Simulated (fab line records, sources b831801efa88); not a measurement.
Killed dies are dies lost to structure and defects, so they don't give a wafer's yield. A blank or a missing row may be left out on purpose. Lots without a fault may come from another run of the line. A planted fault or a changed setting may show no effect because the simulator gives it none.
Split-lot experiment | flow gf180mcu | 5 lots, 27 wafers read, on a route of 602 steps

THE SPLIT
At GF_M4_SPUTTER_02 (material AlCu, target thk 450 nm, time 23.9 s), the setting time_s was moved away from the recipe's 23.9 s on 6 of the 27 wafers read, by -54.4% to -52.8%. The other wafers ran this setting at the recipe's value.

FROM THE SPLIT TO THE READING: what the file shows between them, 6 steps
- GF_M4_SPUTTER_03: material Ti, target thk 10 nm, time 6.7 s
- GF_M4_SPUTTER_04: material TiN, target thk 50 nm, time 41.7 s
- GF_M4_RS_MEAS_05: measures by four-point-probe
- GF_M4_THK_MEAS_06: measures by xrf
- GF_M4_DEHYDRATE_07: time 60 s
- GF_M4_HMDS_08: prime time 60 s

THE READING
oes_product_au, in a.u., at GF_M4_METAL_ETCH_16 (etches the open film in Cl2/BCl3, stops on SiO2, target depth 627.5 nm, time 104.6 s). Fault-free wafers of this fab line usually give 0.975 a.u., standard deviation 0.0071 a.u..

wafer  | tool, chamber at the split | time_s as run, s | against the recipe | oes_product_au, a.u. | against lot-mates on the recipe
L074.4 | pvd_sputter-04, -          | 23.9             | recipe             | 0.966                | -
L074.5 | pvd_sputter-04, -          | 23.9             | recipe             | 0.964                | -
L074.6 | pvd_sputter-04, -          | 23.9             | recipe             | 0.982                | -
L076.1 | pvd_sputter-04, -          | 23.9             | recipe             | 0.974                | -
L076.2 | pvd_sputter-04, -          | 23.9             | recipe             | 0.971                | -
L076.3 | pvd_sputter-04, -          | 23.9             | recipe             | 0.976                | -
L076.4 | pvd_sputter-04, -          | 23.9             | recipe             | 0.976                | -
L076.5 | pvd_sputter-04, -          | 23.9             | recipe             | 0.965                | -
L076.6 | pvd_sputter-04, -          | 23.9             | recipe             | 0.978                | -
L078.1 | pvd_sputter-02, -          | 23.9             | recipe             | 0.982                | -
L078.2 | pvd_sputter-02, -          | 23.9             | recipe             | 0.968                | -
L078.3 | pvd_sputter-02, -          | 23.9             | recipe             | 0.963                | -
L078.4 | pvd_sputter-02, -          | 23.9             | recipe             | 0.974                | -
L078.5 | pvd_sputter-02, -          | 23.9             | recipe             | 0.976                | -
L078.6 | pvd_sputter-02, -          | 23.9             | recipe             | 0.971                | -
L079.1 | pvd_sputter-01, -          | 23.9             | recipe             | 0.972                | -
L079.2 | pvd_sputter-01, -          | 23.9             | recipe             | 0.975                | -
L079.3 | pvd_sputter-01, -          | 11.29            | -52.8%             | 0.729                | -0.244
L079.4 | pvd_sputter-01, -          | 11.29            | -52.8%             | 0.728                | -0.245
L079.5 | pvd_sputter-01, -          | 23.9             | recipe             | 0.973                | -
L079.6 | pvd_sputter-01, -          | 11.29            | -52.8%             | 0.732                | -0.241
L085.1 | pvd_sputter-02, -          | 10.89            | -54.4%             | 0.726                | -0.241
L085.2 | pvd_sputter-02, -          | 23.9             | recipe             | 0.969                | -
L085.3 | pvd_sputter-02, -          | 23.9             | recipe             | 0.968                | -
L085.4 | pvd_sputter-02, -          | 23.9             | recipe             | 0.964                | -
L085.5 | pvd_sputter-02, -          | 10.89            | -54.4%             | 0.728                | -0.239
L085.6 | pvd_sputter-02, -          | 10.89            | -54.4%             | 0.734                | -0.233

THE FIT
A straight line over all 27 wafers: oes_product_au changes by +0.00452 a.u. for each +1% of time_s; r = +1.00; the points scatter about the line by 0.0055 a.u..
The same after taking each lot's own level away (the mean of its wafers on the recipe; 27 wafers): +0.00449 a.u. for each +1%; r = +1.00; scatter 0.0059 a.u..
On that fit, the largest move of time_s shifts the reading by 0.24 a.u..
The lots' own levels span 0.9670 to 0.9733 a.u., that is 0.9 times the standard deviation above.
So the lot-to-lot level changes the slope little: the two slopes agree.
Check: with one of the wafers moved furthest among these (-54.4%) left out of the fit, the line predicts -0.245 a.u. for it against its lot-mates. It came out at -0.241 a.u. against them.

THE WHOLE CHAIN: every reading that the file lists as answering this split, in the file's order
step                | what it does                                                                         | reading                                                                       | change (the file's fit)                   | r (the file's)
GF_M4_SPUTTER_02    | material AlCu, target thk 450 nm, time 23.9 s                                        | AlCu_of_M4_SPUTTER_02.thk_nm (the simulator's own value, which no gauge read) | +4.5 nm for each +1% of the setting       | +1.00
GF_M4_RS_MEAS_05    | measures by four-point-probe                                                         | M4_ALCU_RS                                                                    | -0.00156 for each +1% of the setting      | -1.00
GF_M4_THK_MEAS_06   | measures by xrf                                                                      | M4_ALCU_THK                                                                   | +4.5 for each +1% of the setting          | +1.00
GF_M4_METAL_ETCH_16 | etches the open film in Cl2/BCl3, stops on SiO2, target depth 627.5 nm, time 104.6 s | oes_product_au                                                                | +0.00448 a.u. for each +1% of the setting | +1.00

THE FILE'S OWN FIT
oes_product_au changes by +0.00448 a.u. for each +1% of time_s, r = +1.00.
